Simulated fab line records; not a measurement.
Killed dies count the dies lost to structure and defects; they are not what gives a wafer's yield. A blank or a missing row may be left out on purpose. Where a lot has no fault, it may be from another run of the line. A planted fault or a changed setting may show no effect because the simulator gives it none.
One fault through the eyes of 2 desks	flow gf180mcu	what lay behind the numbers comes last; until then each desk has only its own

## THE TOOL OWNER'S DESK: furnace-02
The tool's own readings at GF_STI_OXIDATION_29 (stabilise 600 s, purge 300 s, target thk 10 nm): means of the sampled wafers that have a number, for each lot that ran on this tool. Marked OUT: a lot whose mean sits more than 4 standard deviations from the usual mean, which makes it out of limits; the brackets give that distance.
Columns: A = ox-temp-c-max at GF_STI_OXIDATION_29, usual 903.4; B = spike-tc-bottom-C at GF_STI_OXIDATION_29, usual 917.8 C; C = tube-center-temp-C at GF_STI_OXIDATION_29, usual 899.99 C; D = zone-power-top-pct at GF_STI_OXIDATION_29, usual 35.4 %
lot	first seen here	A	B	C	D
L951	day 2 04:47	903.1	919.3	900.10	37.6
L955	day 3 02:20	903.0	919.4	899.97	37.5
L956	day 3 07:13	902.8	917.5	899.92	38.0
L957	day 3 13:10	903.3	919.0	899.97	37.4
L964	day 5 00:53	902.9	918.3	899.95	37.6
L965	day 5 04:57	902.2	918.5	900.01	37.9
L967	day 5 14:37	903.1	918.4	899.96	37.8
Result from this desk: across the 7 lots, nothing is out of limits.

## METROLOGY DESK
What the gauges read for every lot (on any tool): the sampled wafers with a number, averaged. Marked OUT: a lot whose mean sits more than 4 standard deviations from the usual mean, which makes it out of limits; the brackets give that distance.
Columns: A = STI_OXIDATION_02_THK at GF_STI_THK_MEAS_30, usual 9.98 nm; B = cd-nm at GF_M1_CD_MEAS_14, usual 229.8 nm; C = M1_OVL at GF_M1_OVL_MEAS_15, usual 2 nm
lot	first seen here	A	B	C
L951	day 2 06:11	9.75	230.3	4
L954	day 2 22:34	10.15	229.7	-0
L955	day 3 03:44	9.79	229.7	7
L956	day 3 08:38	10.02	229.8	5
L957	day 3 14:34	9.86	230.4	10
L959	day 3 23:11	10.32	229.9	-3
L960	day 4 07:18	10.16	229.9	1
L964	day 5 02:19	9.96	228.2	2
L965	day 5 06:21	7.30 (-15) OUT	230.4	-1
L966	day 5 11:33	9.85	230.4	4
L967	day 5 16:01	7.39 (-14) OUT	227.4	6
L974	day 7 04:17	9.92	230.4	-3
This desk reports L965, L967 out of limits; the earliest was L965 at day 5 06:21 (STI_OXIDATION_02_THK at GF_STI_THK_MEAS_30). In limits: L951, L954, L955, L956, L957, L959, L960, L964, L966, L974.

## BROUGHT TOGETHER
On L965, L967, the metrology desk was in a position to raise an alarm at day 5 06:21.
The desk of the tool owner found nothing out of limits.
On record at the tool owner's desk: L965, L967, within its limits.
GF_STI_OXIDATION_29 was run on furnace-02 by each of the lots named.

## WHAT THE SIMULATOR HAD INSERTED
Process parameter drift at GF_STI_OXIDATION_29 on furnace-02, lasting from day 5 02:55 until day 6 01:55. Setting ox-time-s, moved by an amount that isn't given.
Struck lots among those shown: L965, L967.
Per desk, hours elapsed from the start of the fault to the first reading out of limits: for the metrology desk, 3.
